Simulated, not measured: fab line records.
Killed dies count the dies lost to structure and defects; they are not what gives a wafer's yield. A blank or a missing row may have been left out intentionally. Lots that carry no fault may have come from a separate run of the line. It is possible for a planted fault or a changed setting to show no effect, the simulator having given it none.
8D (eight disciplines) problem report, filled in by code ; flow sky130 ; the parts of the form that need people (team, actions taken, sign-off) are left out

1. PROBLEM STATEMENT
At SKY_FIELD_ISO_ETCH_17, run length s averages 137.8 s over 3 wafers from 2 lots, while fault-free wafers read 126.0 s, standard deviation 0.4. Relative to the usual mean, that is a shift of +29 standard deviations.
The step: etches Si in HBr/Cl2/O2, target depth 342 nm, time 97.7 s.
First seen on wafer L477.1, day 6 07:03, on rie si-01. At this step, 37 wafers from 13 lots have a number in the record. Rule for "out" (also "out of limits"): further than 4 standard deviations from the usual mean. All remaining wafers that have a number are taken as sound.

2. WHAT THIS IS AND IS NOT
question;is;is not
which readings at this step;run length s;HBr_flow_sccm, chamber pressure mTorr, drypump motor current A, oes product au, throttle valve pct
which lots;L477, L478;L458, L460, L461, L462, L463, L464, L465, L466, L467, L470, L480
which wafers of those lots;L477.1, L477.6, L478.1;L478.3
read on which tools;rie si-01;rie si-02
when;from day 6 07:03;"up to then (30 sound wafers); but 4 sound wafers of L478, L480 came after"

3. SUSPECTS, AND WHAT RULES EACH OUT
Counting: any tool at a process step up to the reading remains a suspect provided it ran every lot that is out. Sound lots after the first of them don't rule it out here, since some wafers of a struck lot are sound.
- rie si-01 at SKY_FIELD_ISO_ETCH_17 (etches Si in HBr/Cl2/O2, target depth 342 nm, time 97.7 s): kept. Ran every lot that is out, first one L477 (day 6 07:03); last sound lot up to then L467 (day 4 03:34). Its own run length s readings are out on those wafers.
- Within rie si-01 at SKY_FIELD_ISO_ETCH_17: the wafers that are out ran in chambers 1, 2; their sound lot-mates ran in chamber 0.
The count leaves rie si-01 at SKY_FIELD_ISO_ETCH_17.

4. THE CAUSE (what the simulator had put in)
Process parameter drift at SKY_FIELD_ISO_ETCH_17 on rie si-01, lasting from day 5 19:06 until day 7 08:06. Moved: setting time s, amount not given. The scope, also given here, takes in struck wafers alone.
Counting left only this tool.

5. THE EFFECT CHAIN, in route order
Each row: a reading where the mean over the struck wafers with a number is more than 3 standard deviations away from the usual. Only readings whose record carries a usual standard deviation are examined. hours: median over the lots of the time between each lot's start at the first step of this table that gives one and its start at this step. sigmas: the change, counted in usual standard deviations.
hours;step;reading;usual;on struck wafers;change;sigmas
0;SKY_FIELD_ISO_ETCH_17;run length s;126.0 s;137.8;+11.8;+29
Its process steps:
- SKY_FIELD_ISO_ETCH_17: etches Si in HBr/Cl2/O2, target depth 342 nm, time 97.7 s.
Later measuring or inspecting steps at which every struck wafer that the step has a row for has a number for every such reading, and none has moved that far: SKY_NWELL_THK_MEAS_02, SKY_SONOS_TUNNEL_CD_MEAS_07.

6. HOW IT WOULD HAVE BEEN CAUGHT EARLIER
In this record no reading fell out of limits until day 6 07:03, 12 hours after the fault had begun at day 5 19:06.
